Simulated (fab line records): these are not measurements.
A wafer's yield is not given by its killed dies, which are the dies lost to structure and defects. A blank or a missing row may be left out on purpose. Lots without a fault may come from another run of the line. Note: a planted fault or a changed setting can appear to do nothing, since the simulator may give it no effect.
Chamber matching    flow sky130    SKY_POLY_GATE_ETCH_15 on rie_diel-04: 4 sister chambers
The step etches BARC in N2/H2, stops on SiO2, time 118.5 s, target depth 110 nm. 14 wafers are shown with their chamber, then 6 later ones without.

== WAFERS PAIRED WITH THEIR CHAMBERS ==
wafer   chamber  drypump_motor_current_A (A)  throttle_valve_pct (%)  n2_flow_sccm (sccm)
L528.1  1        5.7                          13.221                  100.22
L528.4  0        5.3                          13.209                  99.68
L528.5  2        5.9                          13.222                  99.68
L538.2  2        5.9                          13.221                  100.32
L538.6  0        5.2                          13.203                  99.93
L541.3  3        5.5                          13.194                  99.73
L541.5  0        5.2                          13.195                  99.72
L541.6  3        5.5                          13.214                  99.97
L542.2  1        5.7                          13.207                  99.50
L542.4  0        5.2                          13.221                  99.81
L542.5  2        5.9                          13.213                  100.26
L547.1  0        5.2                          13.207                  99.74
L547.3  1        5.7                          13.208                  100.55
L547.5  1        5.7                          13.218                  100.06

SIGNATURES (averages over the wafers above)
reading                  chamber 0  chamber 1  chamber 2  chamber 3  scatter within a chamber
drypump_motor_current_A  5.220      5.700      5.900      5.500      0.0283
throttle_valve_pct       13.20700   13.21350   13.21867   13.20400   0.0087
n2_flow_sccm             99.7760    100.0825   100.0867   99.8500    0.299
Rule: for each reading, subtract the chamber's mean from the wafer's reading, divide by that reading's scatter and square the result; add these up over the readings and take the root, which gives the wafer's distance from the chamber. The wafer belongs to the nearest chamber; if the next one is less than 2 further off, it can't be placed. How the scatter is found: for the shown wafers, subtract from each reading the mean of its chamber, square and add these, divide the total by (wafers less chambers), then take the root.

== WAFERS WHOSE CHAMBER IS MISSING ==
wafer   drypump_motor_current_A (A)  throttle_valve_pct (%)  n2_flow_sccm (sccm)
L548.1  5.2                          13.212                  99.97
L548.2  5.9                          13.226                  100.01
L548.6  5.3                          13.217                  99.66
L549.1  5.7                          13.218                  99.35
L549.2  5.9                          13.211                  100.15
L549.6  5.9                          13.214                  99.53

== THE CHAMBER EACH PASSED THROUGH ==
wafer   from the rows above  in truth
L548.1  0                    0
L548.2  2                    2
L548.6  0                    0
L549.1  1                    1
L549.2  2                    2
L549.6  2                    2
Correct placement for 6 of the 6. From these rows, 0 cannot be placed. Placed wrongly: 0.
